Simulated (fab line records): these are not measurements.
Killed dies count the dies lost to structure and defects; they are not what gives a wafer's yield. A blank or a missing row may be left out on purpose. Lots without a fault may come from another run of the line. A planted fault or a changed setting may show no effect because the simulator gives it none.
fab line records    flow sfqLine
record lots=5  wafers=15  lastDay=97
route steps=325 shown M3@122 I3@133 M4@148 I4@163 M8@325
lots untouched by any fault: they come from a run of this same line in which no faults occurred
startH: hours from the record's first day to the start of the lot's first wafer shown    waitH: hours elapsed since this lot's preceding step    " unchanged from the row above    L1.1+2: a single row standing in for several wafers    - value missing, or start not given    * or withheld: withheld    < > ~ a bound
route shown NAME@n: a module of which the file shows steps, and the number in the route of the first    usual: mean/standard deviation of fault-free wafers    same: alike in all rows    chamber/n: place in a boat    sites: each site's reading    _std_site: how widely they spread, as a standard deviation    _edge_site: the outer-site mean with the inner-site mean subtracted    radiusMm: how far each site lies from the wafer's centre    mask NAME#n: copy n    behind: the tool/chamber that last shaped the wafer    hold: why the lot went on hold/how many hours it stayed there/how the hold came to an end    device: transistor that didn't switch, given as n, p or np    end of line: tests of these same wafers at the route's end    a step with no rows: only its recipe    killed: not the wafer's yield, but the dies lost to structure and defects at the first sort    map: shows each die of a wafer: x if killed, . if not, _ if none is there
set.NAME: the setting that was run; set.NAME@STEP: the one run at that earlier step    model.NAME: the simulator's own value behind a step, which no gauge read
a table for each step, a row for each wafer; lots at some steps of the route
services: when a tool's chamber went out of use (startH, in hours from the record's first day, below 0 if earlier), for how many hours, and the reason
## steps
# step SFQ_TRILAYER_M3_LITHO_COAT_080
# recipe resist=BARC  spinRpm=3000  resistThkNm=62
# step SFQ_TRILAYER_M3_LITHO_COAT_075
# recipe resist=KrF  spinRpm=3000  resistThkNm=600
# step SFQ_TRILAYER_M3_LITHO_SOFTBAKE_079
# recipe tempC=withheld  timeS=withheld  resist=KrF
# step SFQ_TRILAYER_M3_LITHO_EXPOSE_076
# recipe maskId=M3  na=0.6  sourceShape=conventional  sigmaOuter=0.65  targetCdNm=500  doseMj=14.4
# step SFQ_TRILAYER_M3_LITHO_PEB_078
# recipe pebTempC=115  pebTimeS=60  resist=KrF
# step SFQ_TRILAYER_M3_LITHO_DEVELOP_077
# recipe timeS=60  resist=KrF
# step SFQ_M3_OVL_MEAS_921
# usual M3_OVL=1/5.6
lot.wafer  tool        chamber  startH   waitH  M3_OVL[nm]
L474.2     overlay-02  -        1102.01  0.1    -3
L474.3     "           -        "        "      2
L474.4     "           -        "        "      1
L484.3     overlay-01  -        1221.96  0.1    -5
L484.5     "           -        "        "      -4
L484.6     "           -        "        "      -2
L489.1     overlay-01  -        1277.20  0.1    2
L489.2     "           -        "        "      -2
L489.6     "           -        "        "      -1
L494.2     overlay-02  -        1308.86  0.1    1
L494.3     "           -        "        "      -10
L494.4     "           -        "        "      -1
L495.2     overlay-02  -        1314.44  0.1    3
L495.3     "           -        "        "      12
L495.5     "           -        "        "      7
# step SFQ_TRILAYER_M3_BARC_OPEN_METAL_ETCH_100
# recipe maskMaterial=PR  chemistry=O2  targetDepthNm=125  target=BARC  icpW=600  biasW=80  pressureMtorr=10  timeS=41.7
# step SFQ_TRILAYER_M3_ETCH_METAL_ETCH_078
# recipe target=Nb  stopOn=SiO2  maskMaterial=PR  chemistry=Cl2/Ar  targetDepthNm=240  icpW=600  biasW=80  pressureMtorr=10  timeS=120
# step SFQ_TRILAYER_M3_STRIP_STRIP_079
# recipe gas=O2  powerW=200  platenTempC=40  overashFraction=0.65  chemistry=O2  pressureMtorr=50
# step SFQ_TRILAYER_M3_STRIP_SOLV_CLEAN_080
# recipe chemistry=NMP  tempC=70  timeS=600
# step SFQ_TRILAYER_I3_DEP_PECVD_081
# recipe material=SiO2  tempC=150  timeS=111.11  pressureTorr=2.4  rfW=183.3  precursor=SiH4/N2O  targetThkNm=500
# usual chamberPressureTorr=2.400/0.0051  heaterPowerW=75/11  rfFwdPowerW=182.4/0.6  throttleValvePct=24.8/1.4
lot.wafer  tool      chamber  startH   waitH  chamberPressureTorr  heaterPowerW  rfFwdPowerW  throttleValvePct
L474.2     pecvd-02  0        1103.00  0.0    2.401                93            182.2        25.4
L474.3     "         1        "        "      2.397                82            182.4        26.2
L474.4     "         1        "        "      2.405                84            182.6        26.3
L484.3     pecvd-03  0        1222.94  0.0    2.404                82            182.7        22.2
L484.5     "         2        "        "      2.408                62            181.2        24.9
L484.6     "         1        "        "      2.400                74            182.7        23.6
L489.1     pecvd-03  0        1278.19  0.0    2.406                80            181.3        21.9
L489.2     "         2        "        "      2.396                57            182.2        25.4
L489.6     "         2        "        "      2.395                60            182.9        25.2
L494.2     pecvd-03  0        1309.84  0.0    2.399                76            182.3        22.1
L494.3     "         1        "        "      2.399                72            182.6        23.8
L494.4     "         1        "        "      2.397                70            182.1        23.7
L495.2     pecvd-01  2        1315.43  0.0    2.397                68            181.4        27.1
L495.3     "         0        "        "      2.396                65            183.3        26.9
L495.5     "         2        "        "      2.399                56            181.5        26.8
# step SFQ_TRILAYER_I3_CMP_CMP_082
# recipe material=SiO2  downForcePsi=3  platenRpm=60  padVelocityMS=0.94248
# usual motorCurrentA=10.4/1.1  retainingRingPressureFrac=1.000/0.0052  timeToEndpointS=217/6.5
lot.wafer  tool    chamber  startH   waitH  motorCurrentA  retainingRingPressureFrac  timeToEndpointS  model.SiO2_of_TRILAYER_I3_DEP_PECVD_081.thkNm
L474.3     cmp-01  0        1103.08  0.0    10.2           0.999                      215              200.6
L474.2     "       1        "        "      9.9            1.001                      215              201.6
L474.4     "       3        1104.58  1.5    9.8            1.001                      215              199
L484.3     cmp-02  3        1225.52  2.5    12.2           1.000                      202              200.1
L484.6     "       2        1227.02  4.0    10.2           1.001                      217              200.8
L484.5     "       3        "        "      12.3           0.994                      216              199.5
L489.2     cmp-01  0        1279.27  1.0    9.7            1.001                      205              200.5
L489.1     "       1        "        "      10.5           1.002                      174              252.1
L489.6     "       2        "        "      12.3           1.000                      212              201.5
L494.3     cmp-02  0        1311.16  1.3    8.7            0.998                      229              201.5
L494.4     "       1        "        "      10.3           1.004                      227              200.6
L494.2     "       2        "        "      10.2           1.009                      216              200.6
L495.3     cmp-02  0        1315.51  0.0    8.9            1.004                      224              200.4
L495.2     "       3        1317.12  1.7    12.3           1.005                      216              200.8
L495.5     "       0        "        "      9.4            0.999                      230              200.8
# step SFQ_I3_BOW_MEAS_922
# recipe mode=bow
# usual I3_BOW=5/8.8
lot.wafer  tool          chamber  startH   waitH  I3_BOW[um]
L474.2     filmMetro-04  -        1106.10  2.0    1
L474.3     "             -        "        "      4
L474.4     "             -        "        "      -11
L484.3     filmMetro-01  -        1228.06  2.0    -1
L484.5     "             -        "        "      8
L484.6     "             -        "        "      -3
L489.1     filmMetro-01  -        1281.27  1.0    19
L489.2     "             -        "        "      6
L489.6     "             -        "        "      0
L494.2     filmMetro-01  -        1314.18  1.5    11
L494.3     "             -        "        "      15
L494.4     "             -        "        "      14
L495.2     filmMetro-01  -        1318.76  1.1    8
L495.3     "             -        "        "      13
L495.5     "             -        "        "      18
# step SFQ_TRILAYER_I3_METRO_MEASURE_083
# usual thkNm=200.3/0.97
lot.wafer  tool          chamber  startH   waitH  thkNm
L474.2     filmMetro-04  -        1106.40  0.3    201.7
L474.3     "             -        "        "      200.7
L474.4     "             -        "        "      199.1
L484.3     filmMetro-01  -        1228.54  0.5    200.0
L484.5     "             -        "        "      199.6
L484.6     "             -        "        "      200.9
L489.1     filmMetro-01  -        1281.39  0.1    252.0
L489.2     "             -        "        "      200.4
L489.6     "             -        "        "      201.4
L494.2     filmMetro-01  -        1314.48  0.3    200.8
L494.3     "             -        "        "      201.7
L494.4     "             -        "        "      200.7
L495.2     filmMetro-01  -        1319.06  0.3    200.8
L495.3     "             -        "        "      200.4
L495.5     "             -        "        "      200.7
# step SFQ_TRILAYER_I3_VIA_LITHO_COAT_090
# recipe resist=BARC  spinRpm=3000  resistThkNm=62
# step SFQ_TRILAYER_I3_VIA_LITHO_COAT_085
# recipe resist=KrF  spinRpm=3000  resistThkNm=661.6
# step SFQ_TRILAYER_I3_VIA_LITHO_SOFTBAKE_089
# recipe tempC=withheld  timeS=withheld  resist=KrF
# step SFQ_TRILAYER_I3_VIA_LITHO_EXPOSE_086
# recipe maskId=I3  na=0.6  sourceShape=conventional  sigmaOuter=0.65  targetCdNm=500  doseMj=21.3
# step SFQ_TRILAYER_I3_VIA_LITHO_PEB_088
# recipe pebTempC=115  pebTimeS=60  resist=KrF
# step SFQ_TRILAYER_I3_VIA_LITHO_DEVELOP_087
# recipe timeS=60  resist=KrF
# step SFQ_I3_OVL_MEAS_923
# usual I3_OVL=0/4.8
lot.wafer  tool        chamber  startH   waitH  I3_OVL[nm]
L474.2     overlay-01  -        1132.36  0.1    3
L474.3     "           -        "        "      -1
L474.4     "           -        "        "      -3
L484.3     overlay-02  -        1374.66  0.1    5
L484.5     "           -        "        "      2
L484.6     "           -        "        "      0
L489.1     overlay-02  -        1427.57  0.1    7
L489.2     "           -        "        "      5
L489.6     "           -        "        "      -4
L494.2     overlay-02  -        1458.36  0.1    4
L494.3     "           -        "        "      8
L494.4     "           -        "        "      2
L495.2     overlay-02  -        1463.16  0.1    -4
L495.3     "           -        "        "      -5
L495.5     "           -        "        "      1
# step SFQ_TRILAYER_I3_VIA_BARC_OPEN_VIA_ETCH_121
# recipe maskMaterial=PR  chemistry=O2  targetDepthNm=125  target=BARC  sourceW=500  biasW=80  pressureMtorr=31.19  timeS=41.7
# step SFQ_TRILAYER_I3_VIA_ETCH_VIA_ETCH_088
# recipe target=SiO2  stopOn=Nb  maskMaterial=PR  taperDeg=20  chemistry=CHF3  targetDepthNm=260  sourceW=500  biasW=80  pressureMtorr=30  timeS=withheld
# usual drypumpMotorCurrentA=5.8/0.61  oesProductAu=0.855/0.0052  rfFwdPowerW=498.3/1.8
lot.wafer  tool        chamber  startH   waitH  drypumpMotorCurrentA  oesProductAu  rfFwdPowerW  model.I3.featureDepthNm  model.etch.depthNm
L474.2     rieDiel-04  1        1132.43  0.0    5.4                   0.854         498.3        201.6                    201.6
L474.3     "           3        "        "      4.7                   0.855         498.7        200.6                    200.6
L474.4     "           2        "        "      6.4                   0.858         497.3        199                      199
L484.3     rieDiel-02  3        1374.72  0.0    5.3                   0.849         497.3        200.1                    200.1
L484.5     "           3        "        "      5.3                   0.857         499.5        199.5                    199.5
L484.6     "           0        "        "      6.0                   0.850         500.1        200.8                    200.8
L489.1     rieDiel-04  3        1427.65  0.0    4.7                   0.980         497.2        252.1                    252.1
L489.2     "           2        "        "      6.4                   0.853         498.1        200.5                    200.5
L489.6     "           1        "        "      5.4                   0.858         496.4        201.5                    201.5
L494.2     rieDiel-02  2        1458.43  0.0    5.7                   0.857         495.4        200.6                    200.6
L494.3     "           1        "        "      6.7                   0.862         499.8        201.5                    201.5
L494.4     "           0        "        "      6.0                   0.865         496.8        200.6                    200.6
L495.2     rieDiel-02  0        1463.23  0.0    6.0                   0.859         499.8        200.8                    200.8
L495.3     "           3        "        "      5.3                   0.853         500.7        200.4                    200.4
L495.5     "           2        "        "      5.7                   0.857         499.0        200.8                    200.8
# step SFQ_TRILAYER_I3_VIA_STRIP_STRIP_089
# recipe gas=O2  powerW=200  platenTempC=40  overashFraction=0.65  chemistry=O2  pressureMtorr=50
# step SFQ_TRILAYER_I3_VIA_STRIP_SOLV_CLEAN_090
# recipe chemistry=NMP  tempC=70  timeS=600
# step SFQ_TRILAYER_M4_DEP_PRE_CLEAN_092
# recipe gas=Ar  timeS=22.5  biasV=250
# step SFQ_TRILAYER_M4_DEP_SPUTTER_091
# recipe material=Nb  basePressurePa=1.33e-06  chamberPressurePa=0.1333  substrateTempC=20  resputterCathodeVoltageV=400  targetThkNm=200  powerW=2000  timeS=133.3
# usual throttleValvePct=29.7/1.1
lot.wafer  tool           chamber  startH   waitH  throttleValvePct
L474.2     pvdSputter-05  -        1133.35  0.0    31.1
L474.3     "              -        "        "      30.0
L474.4     "              -        "        "      30.8
L484.3     pvdSputter-06  -        1375.64  0.0    31.5
L484.5     "              -        "        "      28.9
L484.6     "              -        "        "      28.1
L489.1     pvdSputter-05  -        1428.56  0.0    29.4
L489.2     "              -        "        "      31.1
L489.6     "              -        "        "      29.6
L494.2     pvdSputter-05  -        1459.35  0.0    30.3
L494.3     "              -        "        "      31.7
L494.4     "              -        "        "      29.5
L495.2     pvdSputter-06  -        1464.15  0.0    28.4
L495.3     "              -        "        "      28.7
L495.5     "              -        "        "      28.7
# step SFQ_M4_RS_MEAS_924
# recipe thkMeasGauge=four-point-probe  reads=Nb_of_TRILAYER_M4_DEP_SPUTTER_091
# usual M4_NB_RS=0.891/0.0073
lot.wafer  tool          chamber  startH   waitH  M4_NB_RS[ohm/sq]
L474.2     filmMetro-02  -        1133.47  0.1    0.906
L474.3     "             -        "        "      0.896
L474.4     "             -        "        "      0.907
L484.3     filmMetro-04  -        1375.77  0.1    0.888
L484.5     "             -        "        "      0.891
L484.6     "             -        "        "      0.890
L489.1     filmMetro-01  -        1428.65  0.0    0.900
L489.2     "             -        "        "      0.898
L489.6     "             -        "        "      0.902
L494.2     filmMetro-02  -        1459.46  0.1    0.896
L494.3     "             -        "        "      0.885
L494.4     "             -        "        "      0.893
L495.2     filmMetro-01  -        1464.26  0.1    0.884
L495.3     "             -        "        "      0.889
L495.5     "             -        "        "      0.886
# step SFQ_TRILAYER_M4_LITHO_COAT_098
# recipe resist=BARC  spinRpm=3000  resistThkNm=62
# step SFQ_TRILAYER_M4_LITHO_COAT_093
# recipe resist=KrF  spinRpm=3000  resistThkNm=600
# step SFQ_TRILAYER_M4_LITHO_SOFTBAKE_097
# recipe tempC=withheld  timeS=withheld  resist=KrF
# step SFQ_TRILAYER_M4_LITHO_EXPOSE_094
# recipe maskId=M4  na=0.6  sourceShape=conventional  sigmaOuter=0.65  targetCdNm=500  doseMj=14.4
# step SFQ_TRILAYER_M4_LITHO_PEB_096
# recipe pebTempC=115  pebTimeS=60  resist=KrF
# step SFQ_TRILAYER_M4_LITHO_DEVELOP_095
# recipe timeS=60  resist=KrF
# step SFQ_M4_OVL_MEAS_926
# usual M4_OVL=-4/6.2
lot.wafer  tool        chamber  startH   waitH  M4_OVL[nm]
L474.2     overlay-02  -        1279.93  0.1    -8
L474.3     "           -        "        "      -5
L474.4     "           -        "        "      -12
L484.3     overlay-01  -        1378.56  0.1    -9
L484.5     "           -        "        "      3
L484.6     "           -        "        "      -3
L489.1     overlay-01  -        1461.07  0.1    -12
L489.2     "           -        "        "      -11
L489.6     "           -        "        "      -17
L494.2     overlay-01  -        1469.48  0.1    -8
L494.3     "           -        "        "      -8
L494.4     "           -        "        "      -13
L495.2     overlay-02  -        1471.88  0.1    -9
L495.3     "           -        "        "      -6
L495.5     "           -        "        "      -8
# step SFQ_TRILAYER_M4_BARC_OPEN_METAL_ETCH_123
# recipe maskMaterial=PR  chemistry=O2  targetDepthNm=125  target=BARC  icpW=600  biasW=80  pressureMtorr=10  timeS=41.7
# usual drypumpMotorCurrentA=5.6/0.53  oesProductAu=0.685/0.0045  rfFwdPowerW=593/3
lot.wafer  tool         chamber  startH   waitH  drypumpMotorCurrentA  oesProductAu  rfFwdPowerW  rfHoursCounterH
L474.2     rieMetal-03  1        1279.96  0.0    4.8                   0.680         591          14
L474.3     "            1        "        "      4.8                   0.684         589          -
L474.4     "            0        "        "      5.6                   0.682         589          -
L484.3     rieMetal-03  1        1378.60  0.0    4.9                   0.686         594          -
L484.5     "            0        "        "      5.6                   0.686         590          -
L484.6     "            1        "        "      4.9                   0.696         594          -
L489.1     rieMetal-03  1        1461.11  0.0    4.9                   0.685         591          37
L489.2     "            0        "        "      5.5                   0.688         590          110
L489.6     "            0        "        "      5.5                   0.682         589          -
L494.2     rieMetal-03  1        1469.53  0.0    4.8                   0.682         592          -
L494.3     "            1        "        "      4.8                   0.691         592          -
L494.4     "            1        "        "      4.8                   0.682         593          -
L495.2     rieMetal-03  1        1471.93  0.0    4.8                   0.694         594          -
L495.3     "            1        "        "      4.8                   0.679         593          -
L495.5     "            1        "        "      4.8                   0.682         594          -
# step SFQ_TRILAYER_M4_ETCH_METAL_ETCH_096
# recipe target=Nb  stopOn=SiO2  maskMaterial=PR  chemistry=Cl2/Ar  targetDepthNm=240  icpW=600  biasW=82.12  pressureMtorr=10  timeS=120
# usual drypumpMotorCurrentA=5.6/0.53  oesProductAu=0.894/0.0058  rfFwdPowerW=596.5/2.6
lot.wafer  tool         chamber  startH   waitH  drypumpMotorCurrentA  oesProductAu  rfFwdPowerW  rfHoursCounterH  model.SiO2_of_TRILAYER_I3_DEP_PECVD_081.thkNm
L474.2     rieMetal-03  1        1280.02  0.0    4.9                   0.884         594.7        14               193.8
L474.3     "            1        "        "      4.8                   0.889         596.0        -                192.8
L474.4     "            0        "        "      5.5                   0.884         591.7        -                191.2
L484.3     rieMetal-03  1        1378.68  0.1    4.8                   0.904         597.3        -                192.3
L484.5     "            0        "        "      5.5                   0.892         596.3        -                191.7
L484.6     "            1        "        "      4.8                   0.891         598.6        -                193
L489.1     rieMetal-03  1        1461.17  0.0    4.8                   0.886         595.8        37               244.3
L489.2     "            0        "        "      5.6                   0.891         594.3        110              192.7
L489.6     "            0        "        "      5.5                   0.892         594.1        -                193.7
L494.2     rieMetal-03  1        1469.67  0.1    4.8                   0.890         596.3        -                192.8
L494.3     "            1        "        "      4.8                   0.900         597.6        -                193.7
L494.4     "            1        "        "      4.9                   0.899         599.6        -                192.8
L495.2     rieMetal-03  1        1472.07  0.1    4.8                   0.898         596.0        -                193.1
L495.3     "            1        "        "      4.8                   0.894         596.5        -                192.6
L495.5     "            1        "        "      4.8                   0.899         596.0        -                193
# step SFQ_TRILAYER_M4_STRIP_STRIP_097
# recipe gas=O2  powerW=200  platenTempC=40  overashFraction=0.65  chemistry=O2  pressureMtorr=50
# usual drypumpMotorCurrentA=5.6/0.53  oesProductAu=0.999/0.0086
lot.wafer  tool         chamber  startH   waitH  drypumpMotorCurrentA  oesProductAu  rfHoursCounterH
L474.2     rieMetal-03  1        1280.14  0.1    4.9                   0.990         14
L474.3     "            1        "        "      4.8                   0.986         -
L474.4     "            0        "        "      5.5                   0.996         -
L484.3     rieMetal-03  1        1378.97  0.2    4.8                   0.980         -
L484.5     "            0        "        "      5.5                   1.001         -
L484.6     "            1        "        "      4.8                   0.980         -
L489.1     rieMetal-03  1        1461.29  0.1    4.8                   0.988         37
L489.2     "            0        "        "      5.6                   1.015         110
L489.6     "            0        "        "      5.6                   1.012         -
L494.2     rieMetal-03  1        1470.08  0.4    4.8                   0.990         -
L494.3     "            1        "        "      4.8                   0.991         -
L494.4     "            1        "        "      4.8                   0.982         -
L495.2     rieMetal-03  1        1472.48  0.4    4.9                   0.992         -
L495.3     "            1        "        "      4.8                   0.987         -
L495.5     "            1        "        "      4.8                   0.992         -
# step SFQ_TRILAYER_M4_STRIP_SOLV_CLEAN_098
# recipe chemistry=NMP  tempC=70  timeS=600
# step SFQ_TRILAYER_I4_DEP_PECVD_099
# recipe material=SiO2  tempC=150  timeS=111.11  pressureTorr=2.4  rfW=183.3  precursor=SiH4/N2O  targetThkNm=500
# usual chamberPressureTorr=2.400/0.0052  heaterPowerW=80/14  rfFwdPowerW=182.2/0.62  throttleValvePct=24.9/1.5
lot.wafer  tool      chamber  startH   waitH  chamberPressureTorr  heaterPowerW  rfFwdPowerW  throttleValvePct
L474.2     pecvd-02  1        1280.92  0.0    2.405                77            181.9        26.3
L474.3     "         0        "        "      2.407                95            182.4        25.2
L474.4     "         0        "        "      2.401                82            182.3        25.6
L484.3     pecvd-01  1        1379.54  0.0    2.401                74            183.8        24.5
L484.5     "         1        "        "      2.405                76            183.1        24.7
L484.6     "         0        "        "      2.398                69            181.5        27.0
L489.1     pecvd-02  2        1462.07  0.0    2.402                80            181.3        22.5
L489.2     "         1        "        "      2.400                73            183.3        24.2
L489.6     "         2        "        "      2.403                81            182.1        22.1
L494.2     pecvd-04  2        1471.25  0.0    2.398                63            181.2        25.8
L494.3     "         0        "        "      2.397                110           181.7        24.8
L494.4     "         2        "        "      2.396                67            182.2        25.5
L495.2     pecvd-02  2        1473.65  0.0    2.398                86            182.7        22.2
L495.3     "         1        "        "      2.404                81            181.1        24.0
L495.5     "         1        "        "      2.402                66            181.7        24.3
# step SFQ_M8_BOW_MEAS_951
# recipe mode=bow
# usual M8_BOW=9/12
lot.wafer  tool          chamber  startH   waitH  M8_BOW[um]  model.etest.i3.linkOhm
L474.2     filmMetro-02  -        2072.59  0.0    4           1.966
L474.3     "             -        "        "      7           1.956
L474.4     "             -        "        "      -9          1.96
L484.3     filmMetro-02  -        2217.80  0.0    -5          1.96
L484.5     "             -        "        "      4           1.968
L484.6     "             -        "        "      -7          1.96
L489.1     filmMetro-02  -        2266.20  0.0    29          2.021
L489.2     "             -        "        "      16          1.965
L489.6     "             -        "        "      13          1.976
L494.2     filmMetro-04  -        2326.78  0.0    25          1.962
L494.3     "             -        "        "      28          1.94
L494.4     "             -        "        "      27          1.96
L495.2     filmMetro-03  -        2330.38  0.0    8           1.938
L495.3     "             -        "        "      16          1.951
L495.5     "             -        "        "      21          1.938
## services
tool          chamber  startH   hours  kind
cmp-02        -        1091.56  4.0    pm
rieDiel-02    -        1094.48  15.6   pm
filmMetro-01  -        1112.35  35.1   pm
pecvd-03      -        1113.02  0.7    repair
pecvd-02      -        1122.56  0.8    repair
rieDiel-02    2        1127.11  11.0   repair
pecvd-03      -        1129.71  1.3    repair
cmp-02        -        1138.63  1.0    repair
pecvd-02      0        1155.07  3.8    repair
rieMetal-03   -        1176.46  2.8    pm
pecvd-03      -        1194.53  5.5    pm
pecvd-02      2        1197.81  4.2    repair
cmp-02        -        1199.33  3.7    pm
rieMetal-03   -        1200.11  1.3    repair
pecvd-02      -        1236.77  1.7    repair
rieDiel-02    2        1257.80  1.3    repair
pecvd-02      1        1258.51  3.5    repair
filmMetro-01  -        1274.65  0.4    pm
filmMetro-01  -        1307.26  2.3    pm
pecvd-02      -        1316.75  14.0   pm
filmMetro-01  -        1323.73  0.8    pm
pecvd-02      -        1330.75  5.5    pm
pecvd-02      -        1401.11  2.8    pm
rieMetal-03   0        1469.44  3.2    repair
## key
firstSign step=SFQ_TRILAYER_I3_CMP_CMP_082  reading=timeToEndpointS  direction=down  sigmas=6.6  usual=*  struck=*
effect step=SFQ_TRILAYER_I3_METRO_MEASURE_083  reading=thkNm  direction=up  sigmas=54  usual=200.3  struck=252.0
effect step=SFQ_TRILAYER_I3_VIA_ETCH_VIA_ETCH_088  reading=oesProductAu  direction=up  sigmas=24  usual=0.855  struck=0.980
modelEffect step=SFQ_TRILAYER_I3_CMP_CMP_082  value=SiO2_of_TRILAYER_I3_DEP_PECVD_081.thkNm  without=202.1  struck=252.1
modelEffect step=SFQ_TRILAYER_I3_VIA_ETCH_VIA_ETCH_088  value=I3.featureDepthNm  without=202.1  struck=252.1
modelEffect step=SFQ_TRILAYER_M4_ETCH_METAL_ETCH_096  value=SiO2_of_TRILAYER_I3_DEP_PECVD_081.thkNm  without=194.3  struck=244.3
modelEffect step=SFQ_M8_BOW_MEAS_951  value=etest.i3.linkOhm  without=1.974  struck=2.021
metAt SFQ_TRILAYER_I3_CMP_CMP_082
struckWafers L489.1
onsetBetween 1103.08 1279.27
fault kind=processParameterDrift  tool=cmp-01  chamber=1  onsetH=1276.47  steps=SFQ_TRILAYER_I3_CMP_CMP_082  channel=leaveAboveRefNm  offset=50  shape=step  endH=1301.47  actsIn=theseRecipesOnly  stated=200
